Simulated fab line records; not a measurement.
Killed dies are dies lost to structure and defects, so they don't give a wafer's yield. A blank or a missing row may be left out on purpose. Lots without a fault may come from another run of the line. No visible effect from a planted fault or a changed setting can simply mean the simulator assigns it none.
Comparing a struck lot with a sound one / flow sky130 / 14 out of 708 route steps
Sound: the wafers L696.2, L696.4, L696.5. Wafers L706.2, L706.3, L706.4 were the ones struck. At the end, the cause is stated.
For every step that has rows: the tool of each side, followed by ch and its chambers, followed by its first start. Under that, the readings that differ: sound wafers / struck wafers / difference of the means / sigmas: that difference in standard deviations of wafers without a fault.
alike: readings with means less than 2 such deviations apart, plus words and numbers identical on both sides. not compared: withheld readings, readings lacking a value on some wafer, bounds such as >300 that could conceal the same value, and numbers that have no deviation in the record and whose values overlap.
A row with sigmas, a row that says differs or no value, or rows on one side alone: a step with any of these is where the two part. Numbers that have no deviation but don't overlap get no sigmas and don't part them. A reading missing from all wafers of one side parts the sides only when that side holds two or more wafers.

SKY_METAL2_SPUTTER_02: material AlCu, target thk 250 nm, time 13.3 s.
  sound on pvd-sputter-04 at day 35 12:34; struck on pvd-sputter-04 at day 38 08:53
  alike: throttle-valve-pct
SKY_METAL2_SPUTTER_03: material Ti, target thk 5 nm, time 3.3 s.
  sound on pvd-sputter-04 at day 35 12:35; struck on pvd-sputter-04 at day 38 08:55
  alike: throttle-valve-pct
SKY_METAL2_SPUTTER_04: material TiN, target thk 70 nm, time 58.3 s.
  sound on pvd-sputter-04 at day 35 12:37; struck on pvd-sputter-04 at day 38 08:56
  alike: throttle-valve-pct
SKY_METAL2_RS_MEAS_05: the measuring method here is four-point-probe.
  sound on film-metro-02 at day 35 12:41; struck on film-metro-02 at day 38 09:00
  alike: METAL2_ALCU_RS
SKY_METAL2_THK_MEAS_06: measures by xrf.
  sound on film-metro-02 at day 35 12:47; struck on film-metro-02 at day 38 09:07
  alike: METAL2_ALCU_THK
then, 7 steps without rows for these wafers: SKY_METAL2_DEHYDRATE_07 (time 60 s); SKY_METAL2_HMDS_08 (prime time 60 s); SKY_METAL2_COAT_09 (resist thk 60 nm); SKY_METAL2_COAT_10 (resist thk 450 nm); SKY_METAL2_SOFTBAKE_11 (time 90 s); SKY_METAL2_EXPOSE_12 (exposes mask MM2, target cd 140 nm); SKY_METAL2_PEB_13.
SKY_METAL2_DEVELOP_14: develop time 60 s.
  sound on litho-track-01 ch 0, day 36 14:00; struck on litho-track-03, day 39 09:00
  no value came back on the struck wafers for chill-plate-temp-C (C), develop-time-s (s); on the sound wafers chill-plate-temp-C (C) reads 22.95 23.15 22.98
reading=model.KrF-thick_of_METAL2_COAT_10.thk-nm (nm); sound=437.7 435.9 439.1; struck=450.3 449.3 450.8; difference=+12.6; sigmas=
SKY_METAL2_CD_MEAS_15: the cd target is 140 nm.
  sound on cd-sem-02 at day 36 14:59; struck on cd-sem-02 at day 39 10:01
reading=cd-nm (nm); sound=138.3 137.5 139.3; struck=- - -; difference=no value on the struck wafers; sigmas=

## WHERE THEY PART
Last at SKY_METAL2_CD_MEAS_15 as far as this record goes, first at SKY_METAL2_DEVELOP_14.

WHY: what the simulator had put in
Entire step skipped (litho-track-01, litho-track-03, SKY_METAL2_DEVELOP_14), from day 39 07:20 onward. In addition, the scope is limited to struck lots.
